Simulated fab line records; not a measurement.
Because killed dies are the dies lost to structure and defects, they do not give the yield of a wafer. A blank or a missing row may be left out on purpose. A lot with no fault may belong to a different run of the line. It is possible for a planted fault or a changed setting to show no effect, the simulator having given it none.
Which of the tools did it? :: flow sky130 :: 10 lots, 30 wafers sampled, at 2 steps of a route of 708

WHAT EACH GAUGE READ, for each wafer
SKY_NWELL_OVL_MEAS_23. Usual: NWELL_01_OVL gives 0.9 nm (standard deviation 1.3).
lot: L214
measured: day 6 09:14
on: overlay-01
NWELL_01_OVL (nm): -1.4 -1.4 -0.1
flag: 

lot: L216
measured: day 6 20:38
on: overlay-02
NWELL_01_OVL (nm): -0.9 -0.8 -0.2
flag: 

lot: L219
measured: day 7 16:23
on: overlay-02
NWELL_01_OVL (nm): 0.0 -0.2 0.1
flag: 

lot: L220
measured: day 7 18:35
on: overlay-01
NWELL_01_OVL (nm): -0.4 2.2 0.6
flag: 

lot: L223
measured: day 8 14:45
on: overlay-02
NWELL_01_OVL (nm): -0.2 -0.1 2.1
flag: 

lot: L224
measured: day 8 19:32
on: overlay-02
NWELL_01_OVL (nm): 1.3 2.8 2.9
flag: 

lot: L225
measured: day 9 07:50
on: overlay-01
NWELL_01_OVL (nm): 2.4 0.1 2.5
flag: 

lot: L231
measured: day 10 12:02
on: overlay-02
NWELL_01_OVL (nm): 2.1 2.1 1.7
flag: 

lot: L232
measured: day 10 13:19
on: overlay-01
NWELL_01_OVL (nm): 1.1 0.9 1.4
flag: 

lot: L233
measured: day 11 00:26
on: overlay-02
NWELL_01_OVL (nm): 2.0 3.4 3.1
flag: 

SKY_SONOS_TUNNEL_TW_MEAS_12. Usual: SONOS_TUNNEL_TW gives 200.5 (standard deviation 1.9).
lot: L214
measured: day 12 10:23
on: film_metro-04
SONOS_TUNNEL_TW: 202.6 202.9 202.5
flag: 

lot: L216
measured: day 13 06:09
on: film_metro-04
SONOS_TUNNEL_TW: 202.8 202.4 202.7
flag: 

lot: L219
measured: day 14 06:10
on: film_metro-02
SONOS_TUNNEL_TW: 199.8 199.4 197.8
flag: 

lot: L220
measured: day 14 09:19
on: film_metro-03
SONOS_TUNNEL_TW: 197.5 198.1 197.8
flag: 

lot: L223
measured: day 15 11:02
on: film_metro-02
SONOS_TUNNEL_TW: 200.5 200.6 201.2
flag: 

lot: L224
measured: day 15 20:14
on: film_metro-04
SONOS_TUNNEL_TW: 201.5 201.0 202.2
flag: 

lot: L225
measured: day 16 11:23
on: film_metro-02
SONOS_TUNNEL_TW: 198.6 200.0 198.5
flag: 

lot: L231
measured: day 18 01:52
on: film_metro-03
SONOS_TUNNEL_TW: 199.7 198.2 198.5
flag: 

lot: L232
measured: day 18 05:35
on: film_metro-04
SONOS_TUNNEL_TW: 201.0 200.5 200.7
flag: 

lot: L233
measured: day 18 17:20
on: film_metro-04
SONOS_TUNNEL_TW: 200.5 200.5 200.1
flag: 

WHICH TOOL RAN EACH LOT (tool, then ch and the chambers of the sampled wafers, then the start)
The record holds no process step before these readings.

AS READ BY THE TOOLS THEMSELVES (means over the sampled wafers that have a number; for cases with no such wafer, the mark the record gives instead)
The record holds no such reading with a usual standard deviation.

THE ANSWER, worked out from the rows above alone
Rule: a lot is off if the mean of its wafers that have a number lies more than 3 standard deviations from the usual mean. Also off: a lot with no number at a reading for which 4 or more lots have one. Where the step has rows for the other lots, those lots are counted as sound. Order of review: gauges by route order, followed by the tools' own readings, for which a lot's mean as printed above is used. The first step at which some lot is off is used, and at that step the reading that is off furthest; a lot without a number counts as furthest.
No lot is off on any of the readings shown, so nothing can be concluded from this.

WHAT THE SIMULATOR PUT IN
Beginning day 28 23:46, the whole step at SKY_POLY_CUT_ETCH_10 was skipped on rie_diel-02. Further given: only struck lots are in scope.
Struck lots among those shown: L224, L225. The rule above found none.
